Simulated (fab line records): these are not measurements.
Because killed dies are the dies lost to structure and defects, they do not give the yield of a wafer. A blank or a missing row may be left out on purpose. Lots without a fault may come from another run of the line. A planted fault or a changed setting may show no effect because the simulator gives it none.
Which tool was responsible? | flow sky130 | 36 wafers from 12 lots sampled at 2 of the route's 708 steps

WHAT EACH GAUGE READ, for each wafer
SKY_VIA4_OVL_MEAS_11.
lot  | measured     | on         | VIA4_OVL (nm)
L430 | day 42 16:11 | overlay-01 | -1.5 0.1 1.5
L433 | day 43 14:13 | overlay-01 | 3.5 3.2 3.0
L437 | day 44 23:32 | overlay-01 | 1.3 1.7 0.6
L438 | day 45 05:37 | overlay-02 | 0.8 0.3 0.6
L439 | day 45 15:02 | overlay-02 | 1.5 1.6 1.7
L442 | day 46 00:46 | overlay-01 | -2.4 -2.2 -1.3
L443 | day 46 10:43 | overlay-02 | 0.4 0.5 -1.8
L444 | day 46 15:30 | overlay-01 | 0.9 0.5 2.6
L448 | day 47 16:23 | overlay-01 | 2.0 1.3 1.2
L449 | day 47 18:22 | overlay-01 | -1.9 -0.9 -3.2
L450 | day 48 14:31 | overlay-01 | 2.9 1.1 0.9
L453 | day 49 00:34 | overlay-01 | -0.9 -0.7 -1.3

EACH LOT AND THE TOOL THAT RAN IT (in order: tool; ch and the chambers of the sampled wafers; start)
lot  | SKY_METAL4_SPUTTER_00
L430 | pvd sputter-03, day 39 13:07
L433 | pvd sputter-03, day 40 13:29
L437 | pvd sputter-04, day 42 02:17
L438 | pvd sputter-03, day 42 07:02
L439 | pvd sputter-02, day 42 18:05
L442 | pvd sputter-03, day 43 04:46
L443 | pvd sputter-02, day 43 15:54
L444 | pvd sputter-03, day 43 20:40
L448 | pvd sputter-03, day 45 00:50
L449 | pvd sputter-03, day 45 01:57
L450 | pvd sputter-03, day 46 01:05
L453 | pvd sputter-02, day 46 12:14
- SKY_METAL4_SPUTTER_00: material Ti, target thk 15 nm, time 10 s.

AS READ BY THE TOOLS THEMSELVES (means over the sampled wafers that have a number; for cases with no such wafer, the mark the record gives instead)
SKY_METAL4_SPUTTER_00.
lot  | tool           | throttle valve pct (%)
L430 | pvd sputter-03 | 30.3
L433 | pvd sputter-03 | 29.6
L437 | pvd sputter-04 | 29.8
L438 | pvd sputter-03 | 29.7
L439 | pvd sputter-02 | 30.2
L442 | pvd sputter-03 | 29.1
L443 | pvd sputter-02 | 30.0
L444 | pvd sputter-03 | 30.3
L448 | pvd sputter-03 | 29.8
L449 | pvd sputter-03 | 29.2
L450 | pvd sputter-03 | 29.7
L453 | pvd sputter-02 | 29.8

THE ANSWER, worked out from the rows above alone
Rule: usual is defined by the lots themselves. Put in order of their means at a reading, lots are off if they are a third of the lots or fewer, leave a main group of 4 or more, and stand apart from it by a gap of 3 or more times the standard deviation of the main group's means; of several such gaps the widest counts. Not used: any main group whose means are identical at the precision the tables above print for the reading. Also off: a lot with no number at a reading for which 4 or more lots have one. The other lots that the step has rows for count as sound. First the gauges in route order, then the tools' own readings, where a lot's mean is used as printed above. At the first step where some lot is off, the reading lying furthest off is the one used; lots without a number count as furthest.
No lot is off at any reading shown: from this, nothing can be told.

WHAT HAD BEEN PUT IN BY THE SIMULATOR
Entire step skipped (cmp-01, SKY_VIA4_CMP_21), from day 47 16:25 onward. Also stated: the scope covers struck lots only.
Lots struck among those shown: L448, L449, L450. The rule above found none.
